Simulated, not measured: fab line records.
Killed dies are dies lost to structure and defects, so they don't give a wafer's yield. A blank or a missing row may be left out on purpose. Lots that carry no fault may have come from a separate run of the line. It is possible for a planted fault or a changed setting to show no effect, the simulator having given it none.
fab line records    flow sky130
record: lots: 12  wafers: 36  last_day: 50
route steps=708 shown LDD_N@249 LI_CONTACT@377 METAL1@451 VIA1@482
lots untouched by any fault: they come from a run of this same line in which no faults occurred
start_h: start of the lot's first displayed wafer, in hours after the record's first day    wait_h: hours elapsed since this lot's preceding step    " the same as in the row above    L1.1+2: one row covering several wafers at once    - no value, or no start was given    * or withheld: withheld    < > ~ a bound
route shown NAME@n: NAME is a module with steps in the file, n the number in the route of the first one    usual: the fault-free wafers' mean and standard deviation    same: alike in all rows    chamber/n: place in a boat    sites: each site's reading    _std_site: standard deviation of those values    _edge_site: the outer-site mean with the inner-site mean subtracted    radius_mm: for every site, how far away it sits from the centre of the wafer    mask NAME#n: copy n    behind: the most recent tool/chamber to have shaped the wafer    hold: what put the lot on hold/how long, in hours/how the hold closed    device: which transistor (n, p or np) failed to switch    end of line: the route-end tests of the same wafers    for a step that has no rows: nothing shown but its recipe    killed: the dies lost at the first sort to structure and to defects; this is not the yield of the wafer    map: shows each die of a wafer: x if killed, . if not, _ if none is there
set.NAME: the setting that was run; set.NAME@STEP: the one run at that earlier step    model.NAME: the simulator's own value behind a step, which no gauge read
steps of the route over a sample of lots; a table a step, a row a wafer
services: when a tool's chamber went out of use (start_h, in hours from the record's first day, below 0 if earlier), for how many hours, and the reason
== steps ==
step: SKY_LDD_N_IMPLANT_12
recipe: species: BF2  energy_kev: 50  dose_cm2: 5e+12  tilt_deg: 30  rotation_deg: 0
usual: beam_energy_keV: 50.000/0.016  dose_ions_cm2: 5.001e+12/6.3e+09  end_station_pressure_torr: 5.02e-06/2.6e-07  faraday_current_uA: 28.1/0.52
same: implant_ion_amu: 49
lot.wafer  tool          chamber  start_h  wait_h  beam_energy_keV  dose_ions_cm2  end_station_pressure_torr  faraday_current_uA
L548.1     implanter-01  0        390.42   0.1     50.015           5e+12          4.73e-06                   28.7
L548.2     "             0        "        "       50.007           4.999e+12      4.26e-06                   28.6
L548.5     "             0        "        "       50.019           5.004e+12      5.14e-06                   28.2
L549.2     implanter-01  0        402.23   0.1     50.002           4.996e+12      4.98e-06                   28.1
L549.3     "             0        "        "       50.007           4.996e+12      5.1e-06                    27.6
L549.5     "             0        "        "       50.029           4.994e+12      4.86e-06                   28.1
L551.1     implanter-01  0        424.62   0.1     49.989           4.996e+12      5.21e-06                   28.2
L551.2     "             0        "        "       49.992           5.002e+12      4.81e-06                   28.0
L551.3     "             0        "        "       50.002           4.995e+12      4.8e-06                    27.8
L553.2     implanter-01  0        433.28   0.1     49.988           5.002e+12      5.3e-06                    28.0
L553.4     "             0        "        "       50.000           5.009e+12      5.11e-06                   28.0
L553.5     "             0        "        "       49.995           5.005e+12      5.05e-06                   27.5
L554.2     implanter-01  0        451.73   0.1     50.014           5.003e+12      4.7e-06                    27.9
L554.3     "             0        "        "       50.003           5.013e+12      4.84e-06                   28.2
L554.4     "             0        "        "       49.991           5.005e+12      5.39e-06                   28.0
L559.1     implanter-02  0        498.12   0.1     50.016           5.001e+12      5.12e-06                   28.9
L559.4     "             0        "        "       49.978           4.997e+12      5.63e-06                   28.7
L559.5     "             0        "        "       49.997           4.994e+12      5.1e-06                    27.6
L564.1     implanter-02  0        547.12   0.1     50.004           4.996e+12      4.72e-06                   28.1
L564.2     "             0        "        "       49.985           5.001e+12      4.99e-06                   28.2
L564.6     "             0        "        "       50.003           5.001e+12      4.95e-06                   29.0
L565.1     implanter-02  0        551.37   0.1     29.508           5.004e+12      5.06e-06                   28.4
L565.2     "             0        "        "       29.509           5.004e+12      5.28e-06                   28.4
L565.3     "             0        "        "       29.483           4.999e+12      4.74e-06                   28.4
L566.1     implanter-02  0        554.27   0.1     29.461           5.006e+12      5.13e-06                   27.7
L566.3     "             0        "        "       29.439           5e+12          5.16e-06                   28.6
L566.4     "             0        "        "       29.442           5.003e+12      4.68e-06                   27.9
L567.2     implanter-03  0        561.28   0.1     50.012           4.988e+12      4.79e-06                   28.1
L567.3     "             0        "        "       50.032           4.996e+12      5.09e-06                   28.8
L567.4     "             0        "        "       50.013           4.995e+12      5.12e-06                   28.2
L570.1     implanter-03  0        586.79   0.1     50.002           5.001e+12      5.1e-06                    28.7
L570.3     "             0        "        "       49.987           5e+12          4.87e-06                   28.8
L570.5     "             0        "        "       50.014           4.997e+12      5.09e-06                   28.8
L571.1     implanter-03  0        602.01   0.1     49.991           4.998e+12      5.03e-06                   28.9
L571.4     "             0        "        "       50.002           5.01e+12       5.48e-06                   27.8
L571.6     "             0        "        "       49.993           5.013e+12      5.19e-06                   27.4
step: SKY_LI_CONTACT_ETCH_15
recipe: target: PSG  chemistry: C4F8/O2/Ar  stop_on: Si  taper_deg: 4.15  mask_material: KrF-thick  source_w: 1500  bias_w: 1200  pressure_mtorr: 40  c4f8_flow_sccm: withheld  O2_flow_sccm: 6  Ar_flow_sccm: 300  time_s: withheld  target_depth_a: 6000
usual: oes_product_au: 0.837/0.0046
lot.wafer  tool         chamber  start_h  wait_h  oes_product_au
L548.1     rie_diel-01  3        664.09   0.0     0.838
L548.2     "            0        "        "       0.833
L548.5     "            3        "        "       0.836
L549.2     rie_diel-04  1        676.21   0.0     0.837
L549.3     "            0        "        "       0.832
L549.5     "            1        "        "       0.832
L551.1     rie_diel-04  0        696.61   0.0     0.840
L551.2     "            1        "        "       0.833
L551.3     "            3        "        "       0.843
L553.2     rie_diel-01  2        700.84   0.0     0.839
L553.4     "            1        "        "       0.836
L553.5     "            2        "        "       0.840
L554.2     rie_diel-02  1        720.06   0.0     0.835
L554.3     "            2        "        "       0.834
L554.4     "            3        "        "       0.842
L559.1     rie_diel-01  2        761.58   0.0     0.836
L559.4     "            0        "        "       0.836
L559.5     "            3        "        "       0.832
L564.1     rie_diel-02  3        807.13   0.0     0.827
L564.2     "            2        "        "       0.840
L564.6     "            3        "        "       0.841
L565.1     rie_diel-01  1        810.47   0.0     0.831
L565.2     "            3        "        "       0.842
L565.3     "            2        "        "       0.844
L566.1     rie_diel-02  0        811.08   0.0     0.834
L566.3     "            1        "        "       0.836
L566.4     "            2        "        "       0.834
L567.2     rie_diel-04  2        818.59   0.0     0.840
L567.3     "            0        "        "       0.835
L567.4     "            0        "        "       0.841
L570.1     rie_diel-02  3        838.99   0.0     0.848
L570.3     "            2        "        "       0.841
L570.5     "            1        "        "       0.839
L571.1     rie_diel-02  1        854.44   0.0     0.839
L571.4     "            3        "        "       0.845
L571.6     "            0        "        "       0.836
step: SKY_METAL1_DESCUM_17
recipe: chemistry: O2  source_power_w: 150  bias_power_w: 0  pressure_mtorr: 10  temp_c: 40  time_s: 8
usual: drypump_motor_current_A: 5.4/0.59  oes_product_au: 0.998/0.0079
same: time_s: 8
lot.wafer  tool          chamber  start_h  wait_h  drypump_motor_current_A  oes_product_au  rf_hours_counter_h
L548.1     rie_metal-02  1        751.53   0.0     4.8                      0.997           10
L548.2     "             0        "        "       5.2                      1.010           5
L548.5     "             1        "        "       4.8                      1.008           -
L549.2     rie_metal-02  0        762.52   0.0     5.2                      1.004           5
L549.3     "             1        "        "       4.8                      0.996           -
L549.5     "             1        "        "       4.8                      0.992           -
L551.1     rie_metal-04  0        782.79   0.0     5.4                      0.997           3
L551.2     "             1        "        "       6.0                      1.001           5
L551.3     "             0        "        "       5.4                      0.996           -
L553.2     rie_metal-02  0        788.29   0.0     5.2                      1.001           6
L553.4     "             1        "        "       4.8                      0.987           -
L553.5     "             1        "        "       4.8                      1.007           -
L554.2     rie_metal-04  1        805.67   0.0     6.0                      0.985           6
L554.3     "             1        "        "       6.0                      0.984           -
L554.4     "             0        "        "       5.4                      0.993           -
L559.1     rie_metal-02  1        846.84   0.0     4.8                      1.004           14
L559.4     "             1        "        "       4.8                      0.986           -
L559.5     "             1        "        "       4.8                      0.984           -
L564.1     rie_metal-04  1        889.12   0.0     6.0                      1.004           10
L564.2     "             0        "        "       5.4                      1.001           7
L564.6     "             1        "        "       6.0                      1.003           -
L565.1     rie_metal-03  0        891.14   0.0     5.4                      1.000           0
L565.2     "             1        "        "       6.6                      1.005           6
L565.3     "             0        "        "       5.4                      1.002           -
L566.1     rie_metal-04  1        893.09   0.0     6.0                      1.008           10
L566.3     "             1        "        "       6.0                      1.002           -
L566.4     "             0        "        "       5.4                      0.994           -
L567.2     rie_metal-03  1        900.54   0.0     6.7                      1.003           6
L567.3     "             0        "        "       5.4                      0.989           -
L567.4     "             1        "        "       6.7                      1.008           -
L570.1     rie_metal-02  1        917.59   0.0     4.8                      1.003           0
L570.3     "             1        "        "       4.8                      1.006           -
L570.5     "             0        "        "       5.2                      1.007           -
L571.1     rie_metal-02  1        933.44   0.0     4.8                      0.998           1
L571.4     "             1        "        "       4.8                      1.003           -
L571.6     "             1        "        "       4.8                      1.000           -
step: SKY_VIA1_CMP_24
recipe: stop_on: SiO2  t_overpolish_s: 15  down_force_psi: 3.5  platen_rpm: 60  target_thk_nm: 0  pad_velocity_m_s: 0.94248
usual: motor_current_A: 10.5/0.88  overpolish_run_s: 15.000/0.0089  retaining_ring_pressure_frac: 1.000/0.005  time_to_endpoint_s: 66/3.2
lot.wafer  tool    chamber  start_h  wait_h  motor_current_A  overpolish_run_s  retaining_ring_pressure_frac  time_to_endpoint_s
L548.2     cmp-01  2        781.57   0.1     10.2             15.004            1.000                         64
L548.1     "       3        "        "       9.3              14.985            1.003                         68
L548.5     "       0        "        "       12.0             15.013            1.002                         65
L549.3     cmp-01  0        792.34   0.1     11.2             14.994            1.004                         65
L549.2     "       1        "        "       10.5             15.002            0.990                         65
L549.5     "       0        "        "       11.9             15.021            0.999                         59
L551.1     cmp-01  0        811.60   0.1     12.1             15.001            0.995                         61
L551.2     "       1        "        "       11.0             15.007            1.009                         62
L551.3     "       2        "        "       10.0             15.011            0.997                         61
L553.4     cmp-01  3        817.79   0.1     9.2              15.007            1.002                         65
L553.2     "       0        "        "       11.8             14.998            1.000                         65
L553.5     "       2        "        "       10.1             15.004            1.001                         65
L554.3     cmp-02  1        834.56   0.0     9.5              14.995            0.995                         67
L554.2     "       2        "        "       11.9             15.000            0.994                         67
L554.4     "       0        "        "       10.7             14.989            1.001                         67
L559.4     cmp-01  3        875.07   0.1     9.3              15.004            1.004                         70
L559.1     "       1        "        "       10.4             15.006            1.005                         68
L559.5     "       2        "        "       10.1             15.003            0.994                         67
L564.2     cmp-02  3        914.68   0.2     9.9              14.987            0.997                         70
L564.1     "       0        "        "       11.3             14.997            1.007                         67
L564.6     "       1        "        "       9.2              14.999            0.996                         66
L565.1     cmp-02  3        917.25   0.3     10.3             14.999            1.001                         70
L565.3     "       1        "        "       9.1              14.984            0.993                         68
L565.2     "       2        "        "       11.2             15.008            0.999                         69
L566.4     cmp-02  3        919.40   0.2     9.8              14.986            0.992                         72
L566.1     "       0        "        "       10.9             15.006            1.004                         72
L566.3     "       2        "        "       11.9             14.994            0.999                         68
L567.4     cmp-01  3        926.95   0.1     9.7              15.007            0.999                         66
L567.3     "       0        "        "       12.0             14.999            1.002                         59
L567.2     "       1        "        "       11.1             15.004            0.996                         64
L570.1     cmp-02  3        945.60   0.1     10.0             14.997            0.997                         70
L570.3     "       2        "        "       11.6             15.003            1.008                         64
L570.5     "       0        "        "       11.1             14.998            0.998                         68
L571.4     cmp-01  2        960.76   0.1     10.2             14.997            1.006                         63
L571.1     "       3        "        "       9.5              15.002            0.995                         65
L571.6     "       2        "        "       9.9              14.995            0.998                         65
== services ==
tool          chamber  start_h  hours  kind
cmp-02        -        382.80   18.6   pm
cmp-02        -        404.00   4.0    pm
rie_diel-02   0        405.02   3.5    repair
cmp-02        -        412.33   6.3    pm
rie_diel-02   2        414.64   3.4    repair
rie_diel-02   -        423.66   14.6   pm
cmp-02        -        445.14   12.9   repair
rie_metal-02  1        451.81   23.7   repair
cmp-01        -        458.01   15.4   pm
implanter-01  -        476.79   1.8    repair
implanter-01  -        496.41   213.8  pm
cmp-01        -        542.95   4.5    pm
cmp-01        -        561.45   0.8    repair
cmp-01        -        572.06   4.0    pm
cmp-01        -        714.75   5.1    repair
rie_metal-02  -        734.83   0.6    repair
cmp-01        -        822.86   5.5    pm
cmp-01        -        865.72   1.6    repair
cmp-01        -        868.11   0.4    repair
cmp-01        -        911.95   10.2   pm
cmp-01        -        922.15   4.0    pm
rie_metal-02  0        927.23   11.1   repair
cmp-01        -        944.04   4.4    repair
rie_metal-02  -        946.12   0.6    repair
== key ==
first_sign: step: SKY_LDD_N_IMPLANT_12  reading: beam_energy_keV  direction: down  sigmas: 99+  usual: *  struck: *
effect none on later readings
met_at SKY_LDD_N_IMPLANT_12
struck_lots L565,L566
tester_left_out L565,L566
not_acting_at SKY_LI_CONTACT_ETCH_15,SKY_METAL1_DESCUM_17,SKY_VIA1_CMP_24
onset_between 547.12 551.37
fault: kind: process_parameter_drift  tool: implanter-02  chamber: -  onset_h: 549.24  steps: SKY_LDD_N_IMPLANT_12  channel: energy_kev  offset: *  shape: step  end_h: 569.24  acts_in: *  stated: *
tester_left_out: of these lots the tester's yield and bins aren't shown, on N5 and GAA mostly nor the transistor test; their killed dies are dies lost to structure and defects alone, not to doping, threshold or leakage, so they don't give the yield
